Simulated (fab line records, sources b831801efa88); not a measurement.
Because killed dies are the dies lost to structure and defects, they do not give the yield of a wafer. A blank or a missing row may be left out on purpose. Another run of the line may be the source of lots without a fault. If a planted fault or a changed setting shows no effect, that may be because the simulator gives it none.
fab line records    flow sky130
record: lots: 6  wafers: 16  last-day: 50
route steps=708 shown METAL4@634 VIA4@639 PAD_OPEN@708
lots that met no fault: taken from a fault-free run of the same line
start-h: hours from the record's first day to the start of the lot's first wafer shown    wait-h: how many hours have passed since the lot's step before this one    " same as the row above    L1.1+2: one row covering several wafers at once    - no value, or no start given    * or withheld: withheld    < > ~ a bound
route shown NAME@n: a module of which the file shows steps, and the number in the route of the first    usual: average and standard deviation across the fault-free wafers    same: alike in all rows    chamber/n: place in a boat    sites: the reading at each site    _std_site: how widely they spread, as a standard deviation    _edge_site: outer sites' mean less inner sites'    radius-mm: how far each site lies from the wafer's centre    mask NAME#n: copy n    behind: the tool/chamber that last shaped the wafer    hold: why the lot went on hold/how many hours it stayed there/how the hold came to an end    device: the transistor (n, p or np) that didn't switch    end of line: tests of these same wafers at the route's end    a step with no rows: only its recipe    killed: count of dies lost to structure and defects at first sort (not the wafer's yield)    map: the dies of a wafer, with x for killed, . for not killed, _ for no die there
set.NAME: the setting as run; set.NAME@STEP: as run at that earlier step    model.NAME: the simulator's own value behind a step, which no gauge read
lots at some steps of the route; a table a step, a row a wafer
services: from which hour (start-h, from the record's first day; less than 0 if before it) a tool's chamber was out of use, for how many hours, and why
== steps ==
step: SKY_METAL4_METAL_ETCH_18
recipe: target-depth-a: 8450  stop-on: SiO2  over-etch-frac: 0.3  time-s: 183.1  chemistry: Cl2/BCl3  resist-sidewall-deg: 88  pressure-mtorr: 10  icp-w: 900  bias-w: 48.5  Cl2_flow_sccm: 60  bcl3-flow-sccm: 30
usual: drypump-motor-current-A: 6.0/0.46  oes-product-au: 0.868/0.0055  rf-fwd-power-W: 896.2/2.5  throttle-valve-pct: 22.264/0.0087
same: over-etch-frac: 0.3
lot.wafer  tool          chamber  start-h  wait-h  drypump-motor-current-A  oes-product-au  rf-fwd-power-W  rf-hours-counter-h  throttle-valve-pct
L478.2     rie-metal-01  0        967.38   0.1     6.3                      0.862           896.7           -                   22.270
L478.3     "             0        "        "       6.3                      0.873           893.7           -                   22.270
L478.6     "             0        "        "       6.3                      0.879           895.6           -                   22.262
L481.1     rie-metal-03  0        1003.31  0.0     5.0                      0.864           892.0           10                  22.270
L481.2     "             1        "        "       5.1                      0.867           893.6           10                  22.273
L481.3     "             1        "        "       5.1                      0.865           894.8           -                   22.262
L492.1     rie-metal-02  0        1069.82  0.0     5.9                      0.879           900.4           0                   22.268
L492.6     "             1        "        "       6.3                      0.867           895.8           -                   22.254
L493.1     rie-metal-02  0        1080.69  0.0     5.9                      0.860           896.2           1                   22.253
L493.5     "             1        "        "       6.3                      0.867           897.2           -                   22.258
L500.1     rie-metal-01  1        1126.95  0.0     6.3                      0.868           893.7           10                  22.252
L500.4     "             0        "        "       6.2                      0.867           899.5           -                   22.261
L500.5     "             1        "        "       6.3                      0.876           896.1           -                   22.267
L501.1     rie-metal-02  1        1127.43  0.0     6.3                      0.865           897.3           28                  22.258
L501.3     "             0        "        "       5.9                      0.860           899.6           -                   22.265
L501.6     "             0        "        "       5.9                      0.865           897.1           -                   22.261
step: SKY_METAL4_STRIP_19
recipe: chemistry: O2/N2  power-w: 1400  pressure-mtorr: 1500  platen-temp-c: withheld  o2-flow-sccm: 3000  n2-flow-sccm: 300  overash-fraction: 0.5
usual: drypump-motor-current-A: 5.8/0.51  oes-product-au: 0.500/0.0056  strip-time-to-endpoint-s: 6.46/0.059
lot.wafer  tool             chamber  start-h  wait-h  drypump-motor-current-A  oes-product-au  rf-hours-counter-h  strip-time-to-endpoint-s
L478.2     plasma-asher-01  0        967.68   0.2     6.5                      0.489           118                 6.39
L478.3     "                1        "        "       6.6                      0.493           -                   6.39
L478.6     "                1        "        "       6.6                      0.495           -                   6.39
L481.1     plasma-asher-01  0        1003.49  0.1     6.5                      0.504           121                 6.52
L481.2     "                1        "        "       6.6                      0.501           121                 6.48
L481.3     "                1        "        "       6.6                      0.512           -                   6.49
L492.1     plasma-asher-01  0        1070.00  0.1     6.5                      0.500           0                   6.37
L492.6     "                1        "        "       6.6                      0.500           -                   6.40
L493.1     plasma-asher-02  1        1080.87  0.1     5.7                      0.497           36                  6.53
L493.5     "                1        "        "       5.7                      0.498           -                   6.49
L500.1     plasma-asher-01  0        1127.13  0.1     6.5                      0.499           6                   6.53
L500.4     "                0        "        "       6.4                      0.503           -                   6.43
L500.5     "                1        "        "       6.6                      0.503           -                   6.45
L501.1     plasma-asher-04  0        1127.67  0.2     5.5                      0.506           94                  6.40
L501.3     "                0        "        "       5.5                      0.487           -                   6.43
L501.6     "                0        "        "       5.5                      0.499           -                   6.43
step: SKY_METAL4_STRIP_20
recipe: chemistry: post-etch-residue-remover  time-s: 1200  temp-c: 72.5
step: SKY_METAL4_CLEAN_21
recipe: chemistry: IPA  time-s: 180  temp-c: 25
step: SKY_METAL4_CLEAN_22
recipe: chemistry: O3/DIW  dry: n2-spin
step: SKY_VIA4_HDPCVD_00
recipe: material: SiO2  target-thk-nm: 1750  sigma-open-frac: 0.3  time-s: 291.7  temp-c: 400  sih4-flow-sccm: 60  pressure-mtorr: 6
step: SKY_VIA4_THK_MEAS_01
recipe: reads: SiO2_of_VIA4_HDPCVD_00
usual: VIA4_HDPCVD_THK: 1749/15
lot.wafer  tool           chamber  start-h  wait-h  VIA4_HDPCVD_THK[nm]
L478.2     film-metro-03  -        968.51   0.1     1741
L478.3     "              -        "        "       1739
L478.6     "              -        "        "       1744
L481.1     film-metro-01  -        1004.29  0.1     1736
L481.2     "              -        "        "       1750
L481.3     "              -        "        "       1738
L492.1     film-metro-04  -        1070.78  0.1     1762
L492.6     "              -        "        "       1762
L493.1     film-metro-04  -        1081.64  0.1     1745
L493.5     "              -        "        "       1762
L500.1     film-metro-03  -        1127.92  0.1     1735
L500.4     "              -        "        "       1735
L500.5     "              -        "        "       1750
L501.1     film-metro-01  -        1128.45  0.1     1776
L501.3     "              -        "        "       1745
L501.6     "              -        "        "       1736
step: SKY_VIA4_CMP_02
recipe: material: SiO2  down-force-psi: 4  platen-rpm: 60  pad-velocity-m-s: 0.94248
usual: motor-current-A: 11.1/1.4  retaining-ring-pressure-frac: 1.000/0.005  slurry-filter-dp-kPa: 13.49/0.14
lot.wafer  tool    chamber  start-h  wait-h  motor-current-A  retaining-ring-pressure-frac  slurry-filter-dp-kPa
L478.3     cmp-02  1        968.61   0.1     12.0             1.007                         13.32
L478.2     "       2        "        "       8.7              0.997                         13.51
L478.6     "       1        "        "       11.8             1.009                         13.28
L481.3     cmp-02  1        1004.35  0.0     12.4             1.004                         13.62
L481.2     "       2        "        "       7.8              1.002                         13.61
L481.1     "       0        "        "       12.4             0.995                         13.52
L492.1     cmp-01  1        1071.35  0.6     10.6             1.004                         13.64
L492.6     "       1        "        "       11.1             1.009                         13.41
L493.1     cmp-01  1        1083.12  1.5     11.1             0.997                         13.30
L493.5     "       3        "        "       12.1             1.006                         13.43
L500.1     cmp-02  0        1128.02  0.1     12.1             0.992                         13.55
L500.4     "       3        "        "       11.0             1.005                         13.62
L500.5     "       0        "        "       12.1             0.990                         13.34
L501.3     cmp-01  2        1128.51  0.0     9.7              0.992                         13.29
L501.1     "       1        "        "       11.6             0.997                         13.44
L501.6     "       2        "        "       9.7              0.996                         13.53
step: SKY_VIA4_BOW_MEAS_03
recipe: mode: bow
usual: VIA4_BOW: 79/8.3
lot.wafer  tool           chamber  start-h  wait-h  VIA4_BOW[um]
L478.2     film-metro-01  -        968.88   0.2     78
L478.3     "              -        "        "       75
L478.6     "              -        "        "       66
L481.1     film-metro-04  -        1004.68  0.1     80
L481.2     "              -        "        "       75
L481.3     "              -        "        "       57
L492.1     film-metro-03  -        1071.65  0.2     97
L492.6     "              -        "        "       80
L493.1     film-metro-03  -        1083.27  0.1     80
L493.5     "              -        "        "       61
L500.1     film-metro-03  -        1128.32  0.2     68
L500.4     "              -        "        "       87
L500.5     "              -        "        "       74
L501.1     film-metro-03  -        1128.81  0.1     95
L501.3     "              -        "        "       77
L501.6     "              -        "        "       82
step: SKY_VIA4_DEHYDRATE_04
recipe: temp-c: 200  time-s: 60
step: SKY_VIA4_HMDS_05
recipe: prime-time-s: 60  prime-temp-c: 120
step: SKY_VIA4_COAT_06
recipe: resist: NOVOLAK  spin-rpm: 3000  resist-thk-nm: 1140
step: SKY_VIA4_SOFTBAKE_07
recipe: temp-c: 90  time-s: 60  resist: NOVOLAK
usual: heater-power-total-W: 56.60/0.044  run-length-s: 89.19/0.14
lot.wafer  tool            chamber  start-h  wait-h  heater-power-total-W  run-length-s
L478.2     litho-track-01  0        980.20   0.1     56.60                 89.20
L478.3     "               0        "        "       56.64                 89.16
L478.6     "               0        "        "       56.58                 89.45
L481.1     litho-track-04  0        1015.66  0.1     56.55                 89.35
L481.2     "               0        "        "       56.64                 89.00
L481.3     "               0        "        "       56.61                 89.06
L492.1     litho-track-04  0        1080.86  0.1     61.36                 76.22
L492.6     "               0        "        "       56.56                 89.08
L493.1     litho-track-04  0        1094.06  0.1     61.26                 76.24
L493.5     "               0        "        "       56.60                 88.99
L500.1     litho-track-03  0        1137.79  0.1     56.62                 89.10
L500.4     "               0        "        "       56.60                 89.09
L500.5     "               0        "        "       56.64                 89.05
L501.1     litho-track-01  0        1138.67  0.1     56.65                 89.27
L501.3     "               0        "        "       56.57                 89.29
L501.6     "               0        "        "       56.65                 89.23
step: SKY_VIA4_EXPOSE_08
recipe: mask-id: VIM4  na: 0.6  source-shape: conventional  sigma-outer: 0.6  polarization: unpolarized  target-cd-nm: 800  dose-mj: 132
step: SKY_PAD_OPEN_PROBE_99
usual: defect-limited-yield: 82.4/1.8  killed_at_M0_to_M3: 45/6.8  killed_at_M4_up: 3.2/1.6  killed-at-contacts: 24/5.1  killed-at-front-end: 14/4.4  killed-at-other: 0.4/0.65  killed-dies: 87/8.8  killed-on-rim: 17/3.6  killed-open: 47/7.2  killed-short: 39/6.1  sort_bin_3_pad_short: 0.9/0.38  sort_bin_5_function: 10.4/1.5  sort_bin_6_memory: 6.4/1.1  sort-n-pass: 405/8.8  sort-yield-pct: 82.4/1.8
same: gross-dies: 492  killed-at-back-side: 0  sort_bin_4_leakage[%]: 0  sort_bin_8_speed[%]: 0
lot.wafer  tool       chamber  start-h  wait-h  defect-limited-yield[%]  killed_at_M0_to_M3  killed_at_M4_up  killed-at-contacts  killed-at-front-end  killed-at-other  killed-dies  killed-on-rim  killed-open  killed-short  sort_bin_3_pad_short[%]  sort_bin_5_function[%]  sort_bin_6_memory[%]  sort-n-pass  sort-yield-pct[%]
L478.2     prober-01  -        1063.84  0.1     83.7                     43                  1                23                  13                   0                80           18             47           33            1.4                      10.2                    4.7                   412          83.7
L478.3     prober-01  -        1063.89  0.2     80.5                     40                  4                34                  18                   0                96           23             50           46            0.6                      10.4                    8.5                   396          80.5
L478.6     prober-01  -        1064.04  0.2     84.1                     43                  3                18                  14                   0                78           11             47           31            1.0                      8.7                     6.1                   414          84.1
L481.1     prober-01  -        1096.24  0.1     83.5                     40                  1                28                  12                   0                81           14             42           39            1.0                      8.9                     6.5                   411          83.5
L481.2     prober-01  -        1096.29  0.1     79.7                     48                  2                39                  11                   0                100          14             62           37            1.0                      12.8                    6.5                   392          79.7
L481.3     prober-01  -        1096.34  0.2     81.3                     48                  2                34                  7                    1                92           18             51           41            1.0                      11.6                    6.1                   400          81.3
L492.1     prober-02  -        1153.58  0.1     82.7                     42                  2                21                  20                   0                85           16             43           42            1.0                      9.6                     6.7                   407          82.7
L492.6     prober-02  -        1153.83  0.2     81.7                     48                  7                23                  12                   0                90           17             46           44            1.2                      9.1                     7.9                   402          81.7
L493.1     prober-01  -        1164.63  0.1     83.5                     37                  4                26                  12                   2                81           16             43           37            0.8                      8.9                     6.7                   411          83.5
L493.5     prober-01  -        1164.83  0.2     80.7                     43                  3                30                  19                   0                95           20             44           50            1.2                      11.4                    6.7                   397          80.7
L500.1     prober-02  -        1201.32  0.1     82.3                     43                  2                21                  18                   3                87           19             54           33            0.6                      10.8                    6.3                   405          82.3
L500.4     prober-02  -        1201.47  0.2     84.3                     42                  3                21                  11                   0                77           10             45           32            1.0                      9.1                     5.5                   415          84.3
L500.5     prober-02  -        1201.52  0.2     85.2                     34                  5                19                  15                   0                73           12             42           31            1.2                      9.1                     4.5                   419          85.2
L501.1     prober-01  -        1202.93  0.1     80.9                     54                  4                17                  19                   0                94           19             46           48            0.6                      12.0                    6.5                   398          80.9
L501.3     prober-01  -        1203.03  0.2     83.5                     47                  2                18                  13                   1                81           17             45           36            0.8                      9.6                     6.1                   411          83.5
L501.6     prober-01  -        1203.18  0.2     79.9                     53                  2                29                  14                   1                99           18             59           39            0.8                      14.4                    4.9                   393          79.9
killed by level:class
L478.2 VIA1:geometric-particle:open=11 CONTACT:geometric-particle:open=9 VIA1:geometric-particle:short=9 VIA3:geometric-particle:open=8 LI_CONTACT:geometric-particle:open=6 METAL1:geometric-particle:short=6 VIA2:geometric-particle:open=5 POLY_GATE:geometric-particle:open=4
L478.3 VIA1:geometric-particle:open=12 LI_CONTACT:geometric-particle:open=11 CONTACT:geometric-particle:open=10 CONTACT:geometric-particle:short=8 POLY_GATE:geometric-particle:open=6 POLY_GATE:geometric-particle:short=6 VIA1:geometric-particle:short=5 VIA3:geometric-particle:short=5
L478.6 VIA1:geometric-particle:open=8 LI_CONTACT:geometric-particle:open=7 VIA3:geometric-particle:open=7 CONTACT:geometric-particle:open=6 VIA1:geometric-particle:short=5 METAL1:geometric-particle:short=5 VIA2:geometric-particle:open=5 POLY_GATE:geometric-particle:open=4
L481.1 VIA1:geometric-particle:open=10 CONTACT:geometric-particle:open=9 LI_CONTACT:geometric-particle:open=8 CONTACT:geometric-particle:short=7 FIELD_ISO:geometric-particle:short=5 METAL1:geometric-particle:short=5 METAL3:geometric-particle:short=5 METAL1:geometric-particle:open=4
L481.2 CONTACT:geometric-particle:open=16 LI_CONTACT:geometric-particle:open=12 VIA1:geometric-particle:open=9 VIA2:geometric-particle:open=8 VIA3:geometric-particle:open=7 METAL2:geometric-particle:short=6 METAL3:geometric-particle:short=5 LOCAL_INTERCONNECT:geometric-particle:short=4
L481.3 VIA1:geometric-particle:open=13 LI_CONTACT:geometric-particle:open=10 CONTACT:geometric-particle:open=9 METAL2:geometric-particle:short=8 VIA3:geometric-particle:open=7 VIA1:geometric-particle:short=6 CONTACT:geometric-particle:short=5 LI_CONTACT:geometric-particle:short=4
L492.1 VIA1:geometric-particle:open=11 VIA1:geometric-particle:short=8 CONTACT:geometric-particle:open=7 LI_CONTACT:geometric-particle:open=6 FIELD_ISO:geometric-particle:open=5 FIELD_ISO:geometric-particle:short=4 POLY_GATE:geometric-particle:short=4 LOCAL_INTERCONNECT:geometric-particle:short=4
L492.6 CONTACT:geometric-particle:open=12 METAL2:geometric-particle:short=9 VIA1:geometric-particle:short=7 METAL1:geometric-particle:short=6 VIA1:geometric-particle:open=6 LI_CONTACT:geometric-particle:open=5 METAL4:geometric-particle:short=5 POLY_GATE:geometric-particle:open=4
L493.1 LI_CONTACT:geometric-particle:open=9 CONTACT:geometric-particle:open=8 VIA3:geometric-particle:open=8 VIA1:geometric-particle:open=6 VIA2:geometric-particle:short=5 CONTACT:geometric-particle:short=4 METAL3:geometric-particle:short=4 FIELD_ISO:geometric-particle:short=3
L493.5 CONTACT:geometric-particle:open=14 POLY_GATE:geometric-particle:short=7 VIA2:geometric-particle:open=7 VIA1:geometric-particle:short=7 VIA1:geometric-particle:open=6 CONTACT:geometric-particle:short=6 FIELD_ISO:geometric-particle:short=5 LI_CONTACT:geometric-particle:short=5
L500.1 CONTACT:geometric-particle:open=14 VIA2:geometric-particle:open=11 VIA1:geometric-particle:open=9 POLY_GATE:geometric-particle:short=7 VIA1:geometric-particle:short=6 VIA3:geometric-particle:open=5 FIELD_ISO:geometric-particle:open=4 POLY_GATE:geometric-particle:open=3
L500.4 VIA1:geometric-particle:open=11 LI_CONTACT:geometric-particle:open=8 VIA2:geometric-particle:open=8 CONTACT:geometric-particle:open=6 CONTACT:geometric-particle:short=4 VIA1:geometric-particle:short=4 VIA2:geometric-particle:short=4 POLY_GATE:geometric-particle:short=3
L500.5 VIA2:geometric-particle:open=9 CONTACT:geometric-particle:open=7 LI_CONTACT:geometric-particle:open=6 POLY_GATE:geometric-particle:open=5 VIA1:geometric-particle:open=5 VIA3:geometric-particle:open=5 METAL4:geometric-particle:short=5 METAL1:geometric-particle:short=4
L501.1 VIA1:geometric-particle:open=13 METAL2:geometric-particle:short=9 METAL1:geometric-particle:short=7 CONTACT:geometric-particle:open=6 VIA2:geometric-particle:open=5 VIA3:geometric-particle:open=5 METAL4:geometric-particle:short=4 VIA3:geometric-particle:short=4
L501.3 VIA2:geometric-particle:open=11 VIA1:geometric-particle:open=10 CONTACT:geometric-particle:open=9 VIA1:geometric-particle:short=8 LI_CONTACT:geometric-particle:open=5 METAL2:geometric-particle:short=4 VIA2:geometric-particle:short=4 FIELD_ISO:geometric-particle:short=3
L501.6 VIA3:geometric-particle:open=15 CONTACT:geometric-particle:open=12 VIA1:geometric-particle:open=9 VIA2:geometric-particle:open=7 CONTACT:geometric-particle:short=5 FIELD_ISO:geometric-particle:open=4 LI_CONTACT:geometric-particle:open=4 METAL1:geometric-particle:short=4
== services ==
tool             chamber  start-h  hours  kind
rie-metal-02     -        956.76   1.4    pm
plasma-asher-02  -        960.83   9.2    repair
cmp-02           -        964.60   0.3    repair
rie-metal-02     0        969.84   10.9   repair
plasma-asher-01  -        979.70   15.6   pm
cmp-01           -        1026.79  11.4   pm
plasma-asher-01  -        1047.71  13.1   repair
cmp-02           -        1055.84  0.7    repair
rie-metal-01     1        1057.85  5.7    repair
plasma-asher-01  -        1060.80  9.0    pm
plasma-asher-01  0        1060.80  9.0    vent-cycle
plasma-asher-01  1        1060.80  9.0    vent-cycle
cmp-02           -        1063.06  2.0    repair
plasma-asher-02  -        1065.97  2.8    repair
cmp-02           -        1070.30  10.6   repair
cmp-02           -        1079.00  12.3   repair
cmp-02           -        1081.55  2.7    repair
cmp-01           -        1085.39  0.7    repair
cmp-02           -        1091.30  4.0    pm
cmp-01           -        1099.86  3.3    repair
plasma-asher-04  -        1104.64  3.3    repair
plasma-asher-02  -        1110.92  3.7    repair
cmp-01           -        1111.17  1.8    repair
cmp-02           -        1122.97  5.0    pm
== key ==
first-sign: step: SKY_VIA4_SOFTBAKE_07  reading: heater-power-total-W  direction: up  sigmas: 99+  usual: *  struck: *
effect: step: SKY_VIA4_SOFTBAKE_07  reading: run-length-s  direction: down  sigmas: 94  usual: *  struck: *
met-at SKY_VIA4_SOFTBAKE_07
struck-wafers L492.1,L493.1
onset-between 1015.66 1080.86
fault: kind: process-parameter-drift  tool: litho-track-04  chamber: -  onset-h: 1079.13  steps: SKY_VIA4_SOFTBAKE_07  channel: time-s  offset: *  shape: step  end-h: 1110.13  scope: struck-wafers-only  acts-in: *  stated: *
